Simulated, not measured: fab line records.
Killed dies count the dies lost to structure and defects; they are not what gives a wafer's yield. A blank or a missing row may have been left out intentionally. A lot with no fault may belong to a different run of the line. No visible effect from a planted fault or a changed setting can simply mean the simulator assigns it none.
Matching of chambers    flow gf180mcu    cmp-01 running GF_V3_CMP_04: 4 sister chambers
The step polishes SiO2. 4 wafers are shown with their chamber, then 9 later ones without.

WAFERS PAIRED WITH THEIR CHAMBERS
wafer   chamber  motorCurrentA (A)
L784.6  2        10.2
L792.1  0        12.2
L792.2  1        12.6
L792.5  3        11.3

WAFERS WITH NO CHAMBER GIVEN
wafer   motorCurrentA (A)
L797.1  12.0
L797.4  10.6
L797.5  10.3
L798.1  11.2
L798.4  12.6
L798.6  10.2
L799.1  11.6
L799.3  10.2
L799.5  11.1

CHAMBER TAKEN BY EACH
wafer    from the rows above       in truth
L797.1   0                         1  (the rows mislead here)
L797.4   can't be placed: 2 or 3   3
L797.5   2                         2
L798.1   3                         3
L798.4   1                         1
L798.6   2                         2
L799.1   can't be placed: 3 or 0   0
L799.3   2                         2
L799.5   3                         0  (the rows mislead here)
5 of 9 placed correctly. Cannot be placed on the basis of these rows: 2; the candidates contain the true chamber in 2. Placed wrongly: 2.
How it was worked out, from the rows above alone: a wafer's distance from a chamber is the root of the sum, over the readings, of the square of ((its reading less the chamber's mean) divided by the reading's scatter). If the next closest chamber is less than 2 further off than the closest, the wafer can't be placed; otherwise it belongs to the closest. The mean given for a chamber averages the wafers shown for that chamber. The scatter (one wafer shown for each chamber): square how far every hidden wafer sits from the nearest shown wafer, average those squares and take the square root.
